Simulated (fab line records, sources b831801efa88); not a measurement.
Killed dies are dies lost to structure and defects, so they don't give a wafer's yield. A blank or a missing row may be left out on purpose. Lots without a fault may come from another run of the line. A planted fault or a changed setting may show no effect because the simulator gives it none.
Which tool did it? | flow sky130 | 24 lots, 72 wafers sampled, at 6 steps of a route of 708

WHAT THE GAUGES READ, wafer by wafer
SKY_LDD_HVP_TW_MEAS_10. Usual: LDD_HVP_TW 458.3, standard deviation 2.8.
lot  | measured     | on            | LDD_HVP_TW        | flag
L074 | day 21 18:55 | film_metro-01 | 457.5 457.1 457.4 |
L075 | day 22 06:26 | film_metro-03 | 457.4 458.9 457.1 |
L076 | day 22 10:57 | film_metro-01 | 460.1 457.1 457.9 |
L077 | day 22 22:43 | film_metro-01 | 458.2 460.0 459.1 |
L078 | day 23 09:07 | film_metro-03 | 455.1 456.2 453.6 |
L079 | day 23 11:55 | film_metro-01 | 457.0 459.6 459.8 |
L080 | day 23 20:13 | film_metro-04 | 458.0 460.9 458.7 |
L081 | day 24 05:16 | film_metro-04 | 460.1 455.8 459.1 |
L082 | day 24 20:26 | film_metro-04 | 460.2 456.1 458.7 |
L083 | day 25 00:55 | film_metro-01 | 457.5 458.8 458.4 |
L084 | day 25 09:01 | film_metro-01 | 456.9 457.3 456.0 |
L085 | day 25 17:16 | film_metro-04 | 459.7 460.4 460.6 |
L086 | day 26 03:39 | film_metro-01 | 459.7 455.6 457.1 |
L087 | day 26 10:10 | film_metro-04 | 455.5 454.8 455.4 |
L088 | day 26 18:52 | film_metro-03 | 457.6 455.6 457.5 |
L089 | day 27 04:42 | film_metro-01 | 456.3 454.4 455.4 |
L090 | day 27 10:41 | film_metro-04 | 460.1 461.5 458.8 |
L091 | day 27 23:08 | film_metro-03 | 456.4 452.6 453.9 |
L092 | day 28 06:40 | film_metro-01 | 455.1 457.7 456.4 |
L093 | day 28 11:01 | film_metro-03 | 455.7 455.8 453.8 |
L094 | day 28 20:01 | film_metro-04 | 464.4 465.4 460.0 |
L095 | day 29 01:31 | film_metro-04 | 465.6 464.1 464.7 |
L096 | day 29 07:11 | film_metro-04 | 463.7 463.0 463.8 |
L097 | day 29 10:07 | film_metro-03 | 456.4 458.5 457.2 |

SKY_VIA2_RS_MEAS_22: measures by four-point-probe. Usual: VIA2_W_RS 0.271 ohm/sq, standard deviation 0.0036.
lot  | measured     | on            | VIA2_W_RS (ohm/sq) | flag
L074 | day 36 13:01 | film_metro-04 | 0.264 0.273 0.266  |
L075 | day 36 23:10 | film_metro-01 | 0.269 0.274 0.269  |
L076 | day 37 02:52 | film_metro-01 | 0.272 0.274 0.275  |
L077 | day 37 14:04 | film_metro-01 | 0.278 0.275 0.274  |
L078 | day 37 20:46 | film_metro-04 | 0.277 0.277 0.275  |
L079 | day 37 23:54 | film_metro-01 | 0.276 0.275 0.268  |
L080 | day 38 09:01 | film_metro-04 | 0.278 0.270 0.269  |
L081 | day 38 16:31 | film_metro-02 | 0.270 0.269 0.272  |
L082 | day 39 04:33 | film_metro-02 | 0.271 0.271 0.270  |
L083 | day 39 10:57 | film_metro-01 | 0.270 0.264 0.268  |
L084 | day 39 15:35 | film_metro-02 | 0.270 0.272 0.271  |
L085 | day 39 21:55 | film_metro-01 | 0.266 0.268 0.267  |
L086 | day 40 04:37 | film_metro-02 | 0.271 0.278 0.271  |
L087 | day 40 12:26 | film_metro-02 | 0.272 0.267 0.270  |
L088 | day 40 19:07 | film_metro-01 | 0.267 0.269 0.269  |
L089 | day 41 03:21 | film_metro-02 | 0.268 0.269 0.271  |
L090 | day 41 08:22 | film_metro-02 | 0.271 0.267 0.268  |
L091 | day 41 18:14 | film_metro-02 | 0.270 0.273 0.269  |
L092 | day 41 22:08 | film_metro-02 | 0.268 0.276 0.266  |
L093 | day 42 03:56 | film_metro-02 | 0.270 0.264 0.271  |
L094 | day 42 11:40 | film_metro-01 | 0.272 0.267 0.274  |
L095 | day 42 17:46 | film_metro-01 | 0.274 0.266 0.275  |
L096 | day 42 22:23 | film_metro-01 | 0.268 0.271 0.271  |
L097 | day 43 12:42 | film_metro-04 | 0.273 0.269 0.277  |

SKY_CAP2M_THK_MEAS_01. Usual: CAP2M_CVD_00_THK 15.45 nm, standard deviation 0.25.
lot  | measured     | on            | CAP2M_CVD_00_THK (nm) | flag
L074 | day 39 22:20 | film_metro-04 | 15.40 15.35 15.31     |
L075 | day 40 08:44 | film_metro-01 | 15.19 15.42 15.59     |
L076 | day 40 11:40 | film_metro-01 | 15.13 15.41 15.38     |
L077 | day 40 21:58 | film_metro-01 | 15.52 15.07 15.16     |
L078 | day 41 04:53 | film_metro-01 | 15.20 15.27 15.91     |
L079 | day 41 07:41 | film_metro-03 | 15.28 15.61 15.97     |
L080 | day 41 16:47 | film_metro-04 | 15.78 15.09 15.91     |
L081 | day 41 22:34 | film_metro-01 | 15.68 15.28 15.49     |
L082 | day 42 11:14 | film_metro-01 | 15.33 15.66 15.57     |
L083 | day 42 16:14 | film_metro-03 | 15.16 15.49 15.81     |
L084 | day 42 20:18 | film_metro-01 | 15.24 15.18 15.08     |
L085 | day 43 02:08 | film_metro-04 | 14.98 15.85 15.33     |
L086 | day 43 09:00 | film_metro-03 | 15.28 15.71 15.54     |
L087 | day 43 16:38 | film_metro-04 | 15.17 15.09 15.51     |
L088 | day 43 22:53 | film_metro-01 | 15.27 15.40 15.56     |
L089 | day 44 07:29 | film_metro-03 | 15.35 15.70 15.71     |
L090 | day 44 10:59 | film_metro-03 | 15.54 15.44 15.47     |
L091 | day 44 19:48 | film_metro-04 | 15.35 15.60 15.38     |
L092 | day 44 23:43 | film_metro-01 | 15.14 15.73 15.67     |
L093 | day 45 04:58 | film_metro-01 | 14.95 15.32 15.67     |
L094 | day 45 12:02 | film_metro-01 | 15.65 15.39 15.63     |
L095 | day 45 16:55 | film_metro-01 | 15.14 15.53 15.36     |
L096 | day 45 21:41 | film_metro-01 | 15.46 15.27 15.36     |
L097 | day 46 09:53 | film_metro-01 | 15.41 15.19 15.65     |

SKY_METAL4_OVL_MEAS_14. Usual: METAL4_OVL -1 nm, standard deviation 5.8.
lot  | measured     | on         | METAL4_OVL (nm) | flag
L074 | day 41 22:45 | overlay-02 | -11 -8 -8       |
L075 | day 42 09:07 | overlay-01 | -1 2 9          |
L076 | day 42 12:59 | overlay-01 | -4 -15 -12      |
L077 | day 42 21:20 | overlay-01 | 1 -1 -3         |
L078 | day 43 05:15 | overlay-02 | 1 -1 -1         |
L079 | day 43 07:44 | overlay-02 | 3 13 7          |
L080 | day 43 17:19 | overlay-01 | -3 -3 -1        |
L081 | day 43 21:45 | overlay-01 | -2 -2 -4        |
L082 | day 44 08:58 | overlay-01 | -7 -4 -5        |
L083 | day 44 15:13 | overlay-02 | -14 -9 -7       |
L084 | day 44 18:41 | overlay-02 | -1 1 -4         |
L085 | day 45 00:37 | overlay-02 | -2 -2 8         |
L086 | day 45 06:34 | overlay-02 | -9 -6 -7        |
L087 | day 45 13:58 | overlay-02 | 0 -2 3          |
L088 | day 45 19:15 | overlay-02 | 3 -4 3          |
L089 | day 46 02:12 | overlay-01 | -7 -2 -6        |
L090 | day 46 06:37 | overlay-02 | -3 -5 -9        |
L091 | day 46 14:34 | overlay-02 | -5 0 -3         |
L092 | day 46 18:40 | overlay-02 | 8 11 3          |
L093 | day 46 22:58 | overlay-01 | -2 -1 2         |
L094 | day 47 06:51 | overlay-01 | -3 1 3          |
L095 | day 47 10:41 | overlay-01 | -5 -5 -1        |
L096 | day 47 14:55 | overlay-01 | 2 16 1          |
L097 | day 48 01:57 | overlay-02 | 1 -1 7          |

WHICH TOOL RAN EACH LOT (tool, then ch and the chambers of the sampled wafers, then the start)
lot  | SKY_VIA2_CMP_24               | SKY_CAP2M_STRIP_14
L074 | cmp-01 ch 0,2,3, day 36 13:14 | plasma_asher-02 ch 0,1, day 40 22:35
L075 | cmp-02 ch 0,3, day 36 23:19   | plasma_asher-01 ch 0,1, day 41 08:32
L076 | cmp-02 ch 0,1,3, day 37 03:09 | plasma_asher-04 ch 0,1, day 41 12:27
L077 | cmp-02 ch 0,1,2, day 37 14:15 | plasma_asher-02 ch 0,1, day 41 21:30
L078 | cmp-02 ch 0,1,2, day 37 21:03 | plasma_asher-02 ch 0,1, day 42 04:48
L079 | cmp-01 ch 0,1,3, day 38 00:08 | plasma_asher-02 ch 0,1, day 42 07:39
L080 | cmp-02 ch 0,2, day 38 09:15   | plasma_asher-01 ch 0,1, day 42 17:07
L081 | cmp-02 ch 0,2,3, day 38 16:42 | plasma_asher-04 ch 0,1, day 42 22:00
L082 | cmp-01 ch 0,1,3, day 39 04:50 | plasma_asher-04 ch 0,1, day 43 09:58
L083 | cmp-01 ch 1,2,3, day 39 11:10 | plasma_asher-02 ch 0,1, day 43 15:30
L084 | cmp-02 ch 0,1,2, day 39 15:46 | plasma_asher-01 ch 0,1, day 43 19:32
L085 | cmp-02 ch 0,2,3, day 39 22:10 | plasma_asher-02 ch 0,1, day 44 01:08
L086 | cmp-02 ch 0,2,3, day 40 04:48 | plasma_asher-04 ch 0,1, day 44 07:53
L087 | cmp-01 ch 0,1,2, day 40 12:41 | plasma_asher-02 ch 0,1, day 44 15:17
L088 | cmp-01 ch 0,1,3, day 40 19:22 | plasma_asher-04 ch 0,1, day 44 21:01
L089 | cmp-02 ch 0,1,2, day 41 03:37 | plasma_asher-04 ch 0,1, day 45 04:58
L090 | cmp-02 ch 1,2, day 41 08:31   | plasma_asher-02 ch 0,1, day 45 08:50
L091 | cmp-02 ch 1,2,3, day 41 18:27 | plasma_asher-01 ch 0,1, day 45 17:01
L092 | cmp-02 ch 0,1,3, day 41 22:22 | plasma_asher-02 ch 0,1, day 45 21:33
L093 | cmp-02 ch 0,1,3, day 42 04:08 | plasma_asher-04 ch 0,1, day 46 01:50
L094 | cmp-01 ch 1,3, day 42 12:06   | plasma_asher-04 ch 0,1, day 46 09:36
L095 | cmp-02 ch 0,1,2, day 42 18:03 | plasma_asher-02 ch 0,1, day 46 13:59
L096 | cmp-01 ch 0,1, day 42 22:32   | plasma_asher-04 ch 0,1, day 46 18:20
L097 | cmp-02 ch 0,2,3, day 43 12:52 | plasma_asher-02 ch 0,1, day 47 06:35
- SKY_VIA2_CMP_24: polishes, stops on SiO2, t overpolish 20 s, target thk 0 nm.
- SKY_CAP2M_STRIP_14: strips in O2/N2.

WHAT THE TOOLS THEMSELVES READ (means of the sampled wafers that have a number; where no wafer has one, the mark that the record gives instead)
SKY_VIA2_CMP_24. Usual: motor_current_A 10.4 A, standard deviation 1.3; overpolish_run_s 20.000 s, standard deviation 0.01; time_to_endpoint_s 100 s, standard deviation 6.1.
lot  | tool   | motor_current_A (A) | overpolish_run_s (s) | time_to_endpoint_s (s) | flag
L074 | cmp-01 | 11.0                | 20.007               | 101                    |
L075 | cmp-02 | 9.6                 | 20.006               | 101                    |
L076 | cmp-02 | 9.9                 | 20.008               | 98                     |
L077 | cmp-02 | 9.5                 | 19.992               | 99                     |
L078 | cmp-02 | 9.5                 | 20.002               | 100                    |
L079 | cmp-01 | 10.5                | 19.998               | 104                    |
L080 | cmp-02 | 8.9                 | 20.002               | 103                    |
L081 | cmp-02 | 10.3                | 20.001               | 100                    |
L082 | cmp-01 | 11.3                | 19.997               | 106                    |
L083 | cmp-01 | 11.3                | 19.989               | 106                    |
L084 | cmp-02 | 9.7                 | 20.002               | 102                    |
L085 | cmp-02 | 9.9                 | 19.997               | 100                    |
L086 | cmp-02 | 10.1                | 20.005               | 99                     |
L087 | cmp-01 | 10.5                | 19.997               | 105                    |
L088 | cmp-01 | 11.2                | 20.009               | 108                    |
L089 | cmp-02 | 9.4                 | 20.007               | 98                     |
L090 | cmp-02 | 9.9                 | 19.999               | 94                     |
L091 | cmp-02 | 10.7                | 19.991               | 97                     |
L092 | cmp-02 | 9.9                 | 20.002               | 93                     |
L093 | cmp-02 | 10.3                | 20.001               | 97                     |
L094 | cmp-01 | 11.6                | 20.011               | 105                    |
L095 | cmp-02 | 9.3                 | 20.001               | 100                    |
L096 | cmp-01 | 10.9                | 20.007               | 109                    |
L097 | cmp-02 | 10.4                | 19.995               | 98                     |

SKY_CAP2M_STRIP_14. Usual: drypump_motor_current_A 5.6 A, standard deviation 0.52; oes_product_au 0.710 a.u., standard deviation 0.0042; strip_time_to_endpoint_s 12.63 s, standard deviation 0.061.
lot  | tool            | drypump_motor_current_A (A) | oes_product_au (a.u.) | strip_time_to_endpoint_s (s) | flag
L074 | plasma_asher-02 | 5.8                         | 0.706                 | 12.66                        |
L075 | plasma_asher-01 | 5.1                         | 0.714                 | 12.65                        |
L076 | plasma_asher-04 | 5.2                         | 0.710                 | 12.59                        |
L077 | plasma_asher-02 | 6.2                         | 0.710                 | 12.66                        |
L078 | plasma_asher-02 | 6.2                         | 0.711                 | 12.61                        |
L079 | plasma_asher-02 | 6.1                         | 0.710                 | 12.64                        |
L080 | plasma_asher-01 | 5.1                         | 0.713                 | 12.64                        |
L081 | plasma_asher-04 | 5.3                         | 0.710                 | 12.57                        |
L082 | plasma_asher-04 | 5.3                         | 0.710                 | 12.57                        |
L083 | plasma_asher-02 | 6.2                         | 0.711                 | 12.60                        |
L084 | plasma_asher-01 | 5.1                         | 0.709                 | 12.64                        |
L085 | plasma_asher-02 | 5.8                         | 0.712                 | 12.65                        |
L086 | plasma_asher-04 | 5.3                         | 0.709                 | 12.53                        |
L087 | plasma_asher-02 | 6.1                         | 0.709                 | 12.65                        |
L088 | plasma_asher-04 | 5.3                         | 0.710                 | 12.63                        |
L089 | plasma_asher-04 | 5.1                         | 0.711                 | 12.68                        |
L090 | plasma_asher-02 | 6.1                         | 0.709                 | 12.57                        |
L091 | plasma_asher-01 | 5.3                         | 0.710                 | 12.64                        |
L092 | plasma_asher-02 | 5.8                         | 0.710                 | 12.60                        |
L093 | plasma_asher-04 | 5.3                         | 0.707                 | 12.64                        |
L094 | plasma_asher-04 | 5.3                         | 0.710                 | 12.67                        |
L095 | plasma_asher-02 | 6.1                         | 0.711                 | 12.56                        |
L096 | plasma_asher-04 | 5.3                         | 0.709                 | 12.65                        |
L097 | plasma_asher-02 | 6.1                         | 0.711                 | 12.60                        |

THE ANSWER, worked out from the rows above alone
Rule: a lot is off if the mean of its wafers that have a number lies more than 3 standard deviations from the usual mean. A lot without any number at a reading at which 4 lots or more have one is off too. The other lots that the step has rows for count as sound. The gauges are gone through in route order, then the tools' own readings, and for those a lot's mean is taken as printed above. The first step at which some lot is off is used, and at that step the reading that is off furthest; a lot without a number counts as furthest.
No lot is off at any reading shown: from this, nothing can be told.

WHAT THE SIMULATOR HAD PUT IN
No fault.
